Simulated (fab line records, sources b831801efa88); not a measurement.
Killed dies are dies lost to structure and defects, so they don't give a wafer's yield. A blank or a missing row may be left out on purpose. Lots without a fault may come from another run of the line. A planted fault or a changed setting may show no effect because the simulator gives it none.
fab line records | flow sfq_line | part 1 of 2: steps 1 to 30 of 40
record lots=5 wafers=15 last_day=91
route steps=325 shown I5@232 C5@240 M6@251 I6@266
lots that met no fault: from a run of the same line without faults
start_h: hours from the record's first day to the start of the lot's first wafer shown | wait_h: hours since the lot's step before | " the same as in the row above | L1.1+2: a row that stands for several wafers | - no value, or no start given | * or withheld: withheld | < > ~ a bound
route shown NAME@n: a module of which the file shows steps, and the number in the route of the first | usual: mean/standard deviation of fault-free wafers | same: alike in all rows | chamber/n: place in a boat | sites: the reading at each site | _std_site: their standard deviation | _edge_site: outer sites' mean less inner sites' | radius_mm: how far each site lies from the wafer's centre | mask NAME#n: copy n | behind: the tool/chamber that last shaped the wafer | hold: why the lot was held/for how many hours/how that ended | device: the transistor (n, p or np) that didn't switch | end of line: the same wafers' tests at the end of the route | a step without rows: its recipe alone | killed: dies lost to structure and defects at the first sort, not the wafer's yield | map: a wafer's dies, x killed, . not, _ none there
set.NAME: the setting as run; set.NAME@STEP: as run at that earlier step | model.NAME: the simulator's own value behind a step, which no gauge read
lots at some steps of the route; a table a step, a row a wafer
services: from which hour (start_h, from the record's first day; less than 0 if before it) a tool's chamber was out of use, for how many hours, and why
## steps
# step SFQ_TRILAYER_I5_LITHO_EXPOSE_145
# recipe mask_id=I5 na=0.6 source_shape=conventional sigma_outer=0.65 target_cd_nm=700 dose_mj=21.3
# usual stage_vel_mm_s=499.96/0.26
# columns lot.wafer tool chamber start_h wait_h mask stage_vel_mm_s
L075.2 krf_scanner-02 0 1646.51 - I5#0 500.13
L075.3 " 0 " " I5#0 500.24
L075.5 " 0 " " I5#0 500.19
L080.2 krf_scanner-02 0 1695.88 - I5#0 499.94
L080.4 " 0 " " I5#0 499.47
L080.6 " 0 " " I5#0 499.79
L087.4 krf_scanner-01 0 1865.24 - I5#0 500.17
L087.5 " 0 " " I5#0 500.18
L087.6 " 0 " " I5#0 500.06
L089.2 krf_scanner-01 0 1885.37 - I5#0 500.26
L089.3 " 0 " " I5#0 500.08
L089.6 " 0 " " I5#0 499.94
L091.2 krf_scanner-01 0 1893.77 - I5#0 499.88
L091.3 " 0 " " I5#0 499.67
L091.6 " 0 " " I5#0 500.19
# step SFQ_TRILAYER_I5_LITHO_PEB_147
# recipe peb_temp_c=115 peb_time_s=60 resist=KrF
# columns lot.wafer tool chamber start_h wait_h
L075.2+3+5 litho_track-03 0 1647.54 0.8
L080.2+4+6 litho_track-03 0 1696.90 0.8
L087.4+5+6 litho_track-04 0 1865.92 0.5
L089.2+3+6 litho_track-02 0 1886.39 0.8
L091.2+3+6 litho_track-02 0 1894.79 0.8
# step SFQ_TRILAYER_I5_LITHO_DEVELOP_146
# recipe time_s=60 resist=KrF
# columns lot.wafer tool chamber start_h wait_h
L075.2+3+5 litho_track-03 0 1647.69 0.1
L080.2+4+6 litho_track-03 0 1697.05 0.1
L087.4+5+6 litho_track-04 0 1866.07 0.1
L089.2+3+6 litho_track-02 0 1886.54 0.1
L091.2+3+6 litho_track-02 0 1894.94 0.1
# step SFQ_I5_OVL_MEAS_936
# usual I5_OVL=2/5.9
# columns lot.wafer tool chamber start_h wait_h I5_OVL[nm]
L075.2 overlay-02 - 1647.82 0.1 8
L075.3 " - " " 3
L075.5 " - " " -6
L080.2 overlay-01 - 1697.19 0.1 0
L080.4 " - " " 1
L080.6 " - " " -2
L087.4 overlay-02 - 1866.16 0.1 -8
L087.5 " - " " -13
L087.6 " - " " -12
L089.2 overlay-02 - 1886.67 0.1 -6
L089.3 " - " " -1
L089.6 " - " " -6
L091.2 overlay-02 - 1895.07 0.1 0
L091.3 " - " " 5
L091.6 " - " " 0
# step SFQ_TRILAYER_I5_BARC_OPEN_VIA_ETCH_200
# recipe mask_material=PR chemistry=O2 target_depth_nm=125 target=BARC source_w=500 bias_w=80 pressure_mtorr=30 time_s=41.7
# usual drypump_motor_current_A=5.3/0.35 oes_product_au=0.685/0.0045
# columns lot.wafer tool chamber start_h wait_h drypump_motor_current_A oes_product_au rf_hours_counter_h
L075.2 rie_diel-04 0 1647.85 0.0 5.0 0.686 14
L075.3 " 2 " " 5.0 0.680 4
L075.5 " 0 " " 5.0 0.690 -
L080.2 rie_diel-02 0 1697.22 0.0 5.6 0.683 16
L080.4 " 2 " " 5.0 0.679 17
L080.6 " 3 " " 4.9 0.686 -
L087.4 rie_diel-04 3 1866.20 0.0 5.5 0.683 -
L087.5 " 1 " " 5.9 0.695 -
L087.6 " 2 " " 4.9 0.680 -
L089.2 rie_diel-02 0 1886.70 0.0 5.6 0.688 0
L089.3 " 1 " " 4.9 0.672 3
L089.6 " 0 " " 5.6 0.677 -
L091.2 rie_diel-04 2 1895.10 0.0 4.9 0.683 8
L091.3 " 3 " " 5.4 0.684 14
L091.6 " 1 " " 5.9 0.685 -
# step SFQ_TRILAYER_I5_ETCH_VIA_ETCH_147
# recipe stop_on=Nb mask_material=PR chemistry=CHF3 target_depth_nm=360 source_w=500 bias_w=80 pressure_mtorr=30 time_s=withheld
# usual drypump_motor_current_A=5.3/0.36 oes_product_au=0.989/0.0069
# columns lot.wafer tool chamber start_h wait_h drypump_motor_current_A oes_product_au
L075.2 rie_diel-04 0 1647.89 0.0 5.0 0.981
L075.3 " 2 " " 4.9 0.995
L075.5 " 0 " " 5.0 0.988
L080.2 rie_diel-02 0 1697.25 0.0 5.6 0.997
L080.4 " 2 " " 5.0 0.994
L080.6 " 3 " " 4.9 0.997
L087.4 rie_diel-04 3 1866.29 0.1 5.5 0.980
L087.5 " 1 " " 5.9 0.990
L087.6 " 2 " " 4.9 0.989
L089.2 rie_diel-02 0 1886.74 0.0 5.6 0.962
L089.3 " 1 " " 4.9 0.993
L089.6 " 0 " " 5.6 0.971
L091.2 rie_diel-04 2 1895.14 0.0 4.9 0.995
L091.3 " 3 " " 5.4 0.985
L091.6 " 1 " " 5.9 1.000
# step SFQ_TRILAYER_I5_STRIP_STRIP_148
# recipe gas=O2 power_w=200 platen_temp_c=40 overash_fraction=0.65 chemistry=O2 pressure_mtorr=50
# usual drypump_motor_current_A=5.33/0.17 oes_product_au=1.003/0.0098
# columns lot.wafer tool chamber start_h wait_h drypump_motor_current_A oes_product_au rf_hours_counter_h
L075.2 rie_metal-04 0 1648.04 - 5.23 0.999 33
L075.3 " 0 " " 5.22 1.010 -
L075.5 " 0 " " 5.26 1.007 -
L080.2 rie_metal-01 1 1697.40 - 5.37 1.022 21
L080.4 " 1 " " 5.37 1.021 -
L080.6 " 0 " " 5.38 0.997 -
L087.4 rie_metal-01 0 1866.57 - 5.36 1.001 -
L087.5 " 1 " " 5.38 1.005 -
L087.6 " 0 " " 5.35 0.988 -
L089.2 rie_metal-04 0 1886.89 - 5.24 0.994 70
L089.3 " 0 " " 5.27 0.988 -
L089.6 " 1 " " 5.17 1.005 -
L091.2 rie_metal-04 0 1895.29 - 5.25 0.997 71
L091.3 " 1 " " 5.15 1.009 -
L091.6 " 1 " " 5.16 1.011 -
# step SFQ_TRILAYER_I5_STRIP_SOLV_CLEAN_149
# recipe chemistry=NMP temp_c=70 time_s=600
# columns lot.wafer tool chamber start_h wait_h
L075.2+3+5 wet_bench-01 0,5,6 1648.64 0.4
L080.2+4+6 wet_bench-04 5,0,6 1698.00 0.4
L087.4+5+6 wet_bench-01 5,1,4 1866.97 0.2
L089.2+3+6 wet_bench-01 2,1,4 1887.49 0.4
L091.2+3+6 wet_bench-02 6,7,4 1895.89 0.4
# step SFQ_TRILAYER_C5_LITHO_COAT_156
# recipe resist=BARC spin_rpm=3000 resist_thk_nm=62
# columns lot.wafer tool chamber start_h wait_h
L075.2+3+5 litho_track-02 0 1648.88 0.1
L080.2+4+6 litho_track-01 0 1698.23 0.1
L087.4+5+6 litho_track-04 0 1867.31 0.1
L089.2+3+6 litho_track-01 0 1887.73 0.1
L091.2+3+6 litho_track-01 0 1896.12 0.1
# step SFQ_TRILAYER_C5_LITHO_COAT_151
# recipe resist=KrF spin_rpm=3000 resist_thk_nm=650
# columns lot.wafer tool chamber start_h wait_h
L075.2+3+5 litho_track-02 0 1649.18 0.2
L080.2+4+6 litho_track-01 0 1698.53 0.2
L087.4+5+6 litho_track-04 0 1867.61 0.2
L089.2+3+6 litho_track-01 0 1888.03 0.2
L091.2+3+6 litho_track-01 0 1896.42 0.2
# step SFQ_TRILAYER_C5_LITHO_SOFTBAKE_155
# recipe temp_c=withheld time_s=withheld resist=KrF
# columns lot.wafer tool chamber start_h wait_h
L075.2+3+5 litho_track-02 0 1649.45 0.2
L080.2+4+6 litho_track-01 0 1698.80 0.2
L087.4+5+6 litho_track-04 0 1867.84 0.2
L089.2+3+6 litho_track-01 0 1888.31 0.2
L091.2+3+6 litho_track-01 0 1896.69 0.2
# step SFQ_TRILAYER_C5_LITHO_EXPOSE_152
# recipe mask_id=C5 na=0.6 source_shape=conventional sigma_outer=0.65 target_cd_nm=500 dose_mj=21.3
# usual stage_vel_mm_s=499.99/0.25
# columns lot.wafer tool chamber start_h wait_h mask stage_vel_mm_s
L075.2 krf_scanner-01 0 1649.78 - C5#0 500.04
L075.3 " 0 " " C5#0 499.73
L075.5 " 0 " " C5#0 499.95
L080.2 krf_scanner-02 0 1699.13 - C5#0 500.31
L080.4 " 0 " " C5#0 499.93
L080.6 " 0 " " C5#0 500.36
L087.4 krf_scanner-02 0 1868.51 - C5#0 499.60
L087.5 " 0 " " C5#0 499.80
L087.6 " 0 " " C5#0 499.49
L089.2 krf_scanner-02 0 1888.63 - C5#0 500.02
L089.3 " 0 " " C5#0 499.94
L089.6 " 0 " " C5#0 500.02
L091.2 krf_scanner-02 0 1897.02 - C5#0 500.21
L091.3 " 0 " " C5#0 500.19
L091.6 " 0 " " C5#0 499.78
# step SFQ_TRILAYER_C5_LITHO_PEB_154
# recipe peb_temp_c=115 peb_time_s=60 resist=KrF
# columns lot.wafer tool chamber start_h wait_h
L075.2+3+5 litho_track-04 0 1650.80 0.8
L080.2+4+6 litho_track-04 0 1700.23 0.9
L087.4+5+6 litho_track-04 0 1869.19 0.5
L089.2+3+6 litho_track-01 0 1889.66 0.8
L091.2+3+6 litho_track-01 0 1898.04 0.8
# step SFQ_TRILAYER_C5_LITHO_DEVELOP_153
# recipe time_s=60 resist=KrF
# columns lot.wafer tool chamber start_h wait_h
L075.2+3+5 litho_track-04 0 1650.95 0.1
L080.2+4+6 litho_track-04 0 1700.38 0.1
L087.4+5+6 litho_track-04 0 1869.34 0.1
L089.2+3+6 litho_track-01 0 1889.81 0.1
L091.2+3+6 litho_track-01 0 1898.19 0.1
# step SFQ_C5_OVL_MEAS_937
# usual C5_OVL=0/5.4
# columns lot.wafer tool chamber start_h wait_h C5_OVL[nm]
L075.2 overlay-01 - 1651.09 0.1 -9
L075.3 " - " " -13
L075.5 " - " " -7
L080.2 overlay-01 - 1700.51 0.1 -3
L080.4 " - " " -1
L080.6 " - " " -2
L087.4 overlay-01 - 1869.43 0.1 1
L087.5 " - " " 3
L087.6 " - " " -2
L089.2 overlay-01 - 1889.94 0.1 -1
L089.3 " - " " 2
L089.6 " - " " 2
L091.2 overlay-02 - 1898.32 0.1 9
L091.3 " - " " 1
L091.6 " - " " 8
# step SFQ_TRILAYER_C5_BARC_OPEN_VIA_ETCH_210
# recipe mask_material=PR chemistry=O2 target_depth_nm=125 target=BARC source_w=500 bias_w=80 pressure_mtorr=30 time_s=41.7
# usual drypump_motor_current_A=5.4/0.38 oes_product_au=0.685/0.004
# columns lot.wafer tool chamber start_h wait_h drypump_motor_current_A oes_product_au rf_hours_counter_h
L075.2 rie_diel-02 0 1651.12 0.0 5.6 0.682 16
L075.3 " 1 " " 4.9 0.689 0
L075.5 " 3 " " 4.9 0.683 -
L080.2 rie_diel-03 2 1700.54 0.0 5.7 0.681 16
L080.4 " 1 " " 5.6 0.676 18
L080.6 " 1 " " 5.6 0.686 -
L087.4 rie_diel-03 3 1869.45 0.0 5.3 0.686 1
L087.5 " 0 " " 5.5 0.690 -
L087.6 " 1 " " 5.6 0.683 -
L089.2 rie_diel-03 3 1889.97 0.0 5.3 0.687 1
L089.3 " 0 " " 5.6 0.686 10
L089.6 " 3 " " 5.3 0.686 -
L091.2 rie_diel-03 0 1898.35 0.0 5.6 0.681 10
L091.3 " 2 " " 5.7 0.683 19
L091.6 " 2 " " 5.7 0.684 -
# step SFQ_TRILAYER_C5_ETCH_VIA_ETCH_154
# recipe target=SiO2 mask_material=PR chemistry=CHF3 target_depth_nm=84 source_w=500 bias_w=80 pressure_mtorr=30 time_s=withheld stop_on=Nb
# usual drypump_motor_current_A=5.4/0.38 oes_product_au=0.896/0.0077
# columns lot.wafer tool chamber start_h wait_h drypump_motor_current_A oes_product_au
L075.2 rie_diel-02 0 1651.16 0.0 5.6 0.884
L075.3 " 1 " " 4.9 0.893
L075.5 " 3 " " 4.9 0.894
L080.2 rie_diel-03 2 1700.58 0.0 5.6 0.896
L080.4 " 1 " " 5.6 0.906
L080.6 " 1 " " 5.6 0.902
L087.4 rie_diel-03 3 1869.49 0.0 5.3 0.906
L087.5 " 0 " " 5.6 0.903
L087.6 " 1 " " 5.6 0.911
L089.2 rie_diel-03 3 1890.01 0.0 5.3 0.890
L089.3 " 0 " " 5.6 0.899
L089.6 " 3 " " 5.2 0.901
L091.2 rie_diel-03 0 1898.39 0.0 5.6 0.876
L091.3 " 2 " " 5.7 0.901
L091.6 " 2 " " 5.7 0.902
# step SFQ_TRILAYER_C5_STRIP_STRIP_155
# recipe gas=O2 power_w=200 platen_temp_c=40 overash_fraction=0.65 chemistry=O2 pressure_mtorr=50
# usual drypump_motor_current_A=5.6/0.39 oes_product_au=1.004/0.0091
# columns lot.wafer tool chamber start_h wait_h drypump_motor_current_A oes_product_au rf_hours_counter_h
L075.2 rie_metal-02 0 1651.20 - 5.3 1.014 78
L075.3 " 0 " " 5.3 1.020 -
L075.5 " 0 " " 5.3 1.018 -
L080.2 rie_metal-01 1 1700.63 - 5.4 1.012 21
L080.4 " 1 " " 5.4 1.009 -
L080.6 " 0 " " 5.4 0.987 -
L087.4 rie_metal-03 1 1869.73 - 5.8 1.006 -
L087.5 " 0 " " 5.5 1.001 -
L087.6 " 1 " " 5.8 1.008 -
L089.2 rie_metal-01 1 1890.06 - 5.4 1.011 55
L089.3 " 0 " " 5.4 1.002 -
L089.6 " 0 " " 5.4 0.997 -
L091.2 rie_metal-03 1 1898.44 - 5.8 1.011 75
L091.3 " 1 " " 5.8 0.996 -
L091.6 " 0 " " 5.5 1.017 -
# step SFQ_TRILAYER_C5_STRIP_SOLV_CLEAN_156
# recipe chemistry=NMP temp_c=70 time_s=600
# columns lot.wafer tool chamber start_h wait_h
L075.2+3+5 wet_bench-03 7,2,3 1651.80 0.4
L080.2+4+6 wet_bench-04 7,2,3 1701.23 0.4
L087.4+5+6 wet_bench-01 0,1,4 1870.13 0.2
L089.2+3+6 wet_bench-01 2,5,0 1890.66 0.4
L091.2+3+6 wet_bench-01 5,2,7 1899.04 0.4
# step SFQ_TRILAYER_M6_DEP_PRE_CLEAN_158
# recipe gas=Ar time_s=22.5 bias_v=250
# columns lot.wafer tool chamber start_h wait_h
L075.2+3+5 pvd_sputter-05 - 1651.98 0.0
L080.2+4+6 pvd_sputter-06 - 1701.40 0.0
L087.4+5+6 pvd_sputter-03 - 1870.32 0.0
L089.2+3+6 pvd_sputter-05 - 1890.85 0.0
L091.2+3+6 pvd_sputter-06 - 1899.21 0.0
# step SFQ_TRILAYER_M6_DEP_SPUTTER_157
# recipe material=Nb base_pressure_pa=1.33e-06 chamber_pressure_pa=0.1333 substrate_temp_c=20 target_thk_nm=200 power_w=2000 time_s=133.3
# usual throttle_valve_pct=30.6/1.1
# columns lot.wafer tool chamber start_h wait_h throttle_valve_pct
L075.2 pvd_sputter-05 - 1652.01 0.0 28.0
L075.3 " - " " 31.5
L075.5 " - " " 31.4
L080.2 pvd_sputter-06 - 1701.43 0.0 33.1
L080.4 " - " " 30.7
L080.6 " - " " 32.6
L087.4 pvd_sputter-03 - 1870.35 0.0 31.2
L087.5 " - " " 31.2
L087.6 " - " " 29.9
L089.2 pvd_sputter-05 - 1890.88 0.0 31.4
L089.3 " - " " 27.8
L089.6 " - " " 30.7
L091.2 pvd_sputter-06 - 1899.24 0.0 30.5
L091.3 " - " " 30.3
L091.6 " - " " 30.9
# step SFQ_M6_RS_MEAS_938
# recipe thk_meas_gauge=four-point-probe reads=Nb_of_TRILAYER_M6_DEP_SPUTTER_157
# usual M6_NB_RS=0.893/0.011
# columns lot.wafer tool chamber start_h wait_h M6_NB_RS[ohm/sq]
L075.2 film_metro-04 - 1652.12 0.1 0.905
L075.3 " - " " 0.903
L075.5 " - " " 0.914
L080.2 film_metro-01 - 1701.54 0.1 0.893
L080.4 " - " " 0.887
L080.6 " - " " 0.887
L087.4 film_metro-01 - 1870.50 0.1 0.892
L087.5 " - " " 0.878
L087.6 " - " " 0.889
L089.2 film_metro-01 - 1890.99 0.1 0.904
L089.3 " - " " 0.905
L089.6 " - " " 0.893
L091.2 film_metro-01 - 1899.35 0.1 0.888
L091.3 " - " " 0.887
L091.6 " - " " 0.898
# step SFQ_TRILAYER_M6_LITHO_COAT_164
# recipe resist=BARC spin_rpm=3000 resist_thk_nm=62
# columns lot.wafer tool chamber start_h wait_h
L075.2+3+5 litho_track-03 0 1652.33 0.1
L080.2+4+6 litho_track-04 0 1701.75 0.1
L087.4+5+6 litho_track-03 0 1870.77 0.2
L089.2+3+6 litho_track-04 0 1891.20 0.1
L091.2+3+6 litho_track-01 0 1899.56 0.1
# step SFQ_TRILAYER_M6_LITHO_COAT_159
# recipe resist=KrF spin_rpm=3000 resist_thk_nm=600
# columns lot.wafer tool chamber start_h wait_h
L075.2+3+5 litho_track-03 0 1652.63 0.2
L080.2+4+6 litho_track-04 0 1702.05 0.2
L087.4+5+6 litho_track-03 0 1871.07 0.2
L089.2+3+6 litho_track-04 0 1891.50 0.2
L091.2+3+6 litho_track-01 0 1899.86 0.2
# step SFQ_TRILAYER_M6_LITHO_SOFTBAKE_163
# recipe temp_c=withheld time_s=withheld resist=KrF
# columns lot.wafer tool chamber start_h wait_h
L075.2+3+5 litho_track-03 0 1652.90 0.2
L080.2+4+6 litho_track-04 0 1702.33 0.2
L087.4+5+6 litho_track-03 0 1871.30 0.2
L089.2+3+6 litho_track-04 0 1891.77 0.2
L091.2+3+6 litho_track-01 0 1900.14 0.2
# step SFQ_TRILAYER_M6_LITHO_EXPOSE_160
# recipe mask_id=M6 na=0.6 source_shape=conventional sigma_outer=0.65 target_cd_nm=500 dose_mj=14.4
# usual stage_vel_mm_s=500.02/0.24
# columns lot.wafer tool chamber start_h wait_h mask stage_vel_mm_s
L075.2 krf_scanner-01 0 1654.25 - M6#0 499.96
L075.3 " 0 " " M6#0 500.11
L075.5 " 0 " " M6#0 499.98
L080.2 krf_scanner-02 0 1702.75 - M6#0 500.00
L080.4 " 0 " " M6#0 500.10
L080.6 " 0 " " M6#0 500.11
L087.4 krf_scanner-02 0 1965.13 - M6#0 500.37
L087.5 " 0 " " M6#0 500.08
L087.6 " 0 " " M6#0 499.93
L089.2 krf_scanner-02 0 1979.13 - M6#0 499.92
L089.3 " 0 " " M6#0 500.46
L089.6 " 0 " " M6#0 500.01
L091.2 krf_scanner-02 0 1986.33 - M6#0 500.03
L091.3 " 0 " " M6#0 500.07
L091.6 " 0 " " M6#0 499.81
# step SFQ_TRILAYER_M6_LITHO_PEB_162
# recipe peb_temp_c=115 peb_time_s=60 resist=KrF
# columns lot.wafer tool chamber start_h wait_h
L075.2+3+5 litho_track-04 0 1655.28 0.8
L080.2+4+6 litho_track-01 0 1703.78 0.8
L087.4+5+6 litho_track-03 0 1965.80 0.5
L089.2+3+6 litho_track-03 0 1980.15 0.8
L091.2+3+6 litho_track-03 0 1987.35 0.8
# step SFQ_TRILAYER_M6_LITHO_DEVELOP_161
# recipe time_s=60 resist=KrF
# columns lot.wafer tool chamber start_h wait_h
L075.2+3+5 litho_track-04 0 1655.43 0.1
L080.2+4+6 litho_track-01 0 1703.93 0.1
L087.4+5+6 litho_track-03 0 1965.95 0.1
L089.2+3+6 litho_track-03 0 1980.30 0.1
L091.2+3+6 litho_track-03 0 1987.50 0.1
# step SFQ_M6_OVL_MEAS_940
# usual M6_OVL=-2/5.8
# columns lot.wafer tool chamber start_h wait_h M6_OVL[nm]
L075.2 overlay-02 - 1655.56 0.1 -13
L075.3 " - " " -14
L075.5 " - " " -8
L080.2 overlay-01 - 1704.06 0.1 7
L080.4 " - " " 4
L080.6 " - " " 4
L087.4 overlay-01 - 1966.05 0.1 -1
L087.5 " - " " -7
L087.6 " - " " -2
L089.2 overlay-01 - 1980.44 0.1 -8
L089.3 " - " " -2
L089.6 " - " " -6
L091.2 overlay-01 - 1987.64 0.1 -1
L091.3 " - " " -1
L091.6 " - " " 8
# step SFQ_TRILAYER_M6_BARC_OPEN_METAL_ETCH_206
# recipe mask_material=PR chemistry=O2 target_depth_nm=125 target=BARC icp_w=600 bias_w=80 pressure_mtorr=10 time_s=41.7
# usual drypump_motor_current_A=5.6/0.48 oes_product_au=0.685/0.0044
# columns lot.wafer tool chamber start_h wait_h drypump_motor_current_A oes_product_au rf_hours_counter_h
L075.2 rie_metal-02 1 1655.59 0.0 6.4 0.691 34
L075.3 " 1 " " 6.4 0.676 -
L075.5 " 1 " " 6.4 0.690 -
L080.2 rie_metal-02 1 1704.09 0.0 6.4 0.679 43
L080.4 " 0 " " 5.3 0.690 -
L080.6 " 0 " " 5.3 0.689 -
L087.4 rie_metal-04 0 1966.09 0.0 5.3 0.680 -
L087.5 " 0 " " 5.3 0.689 -
L087.6 " 1 " " 5.2 0.685 -
L089.2 rie_metal-02 1 1980.49 0.0 6.4 0.689 -
L089.3 " 1 " " 6.4 0.689 -
L089.6 " 1 " " 6.4 0.684 -
L091.2 rie_metal-02 1 1987.69 0.0 6.5 0.686 -
L091.3 " 1 " " 6.5 0.685 -
L091.6 " 1 " " 6.4 0.675 -
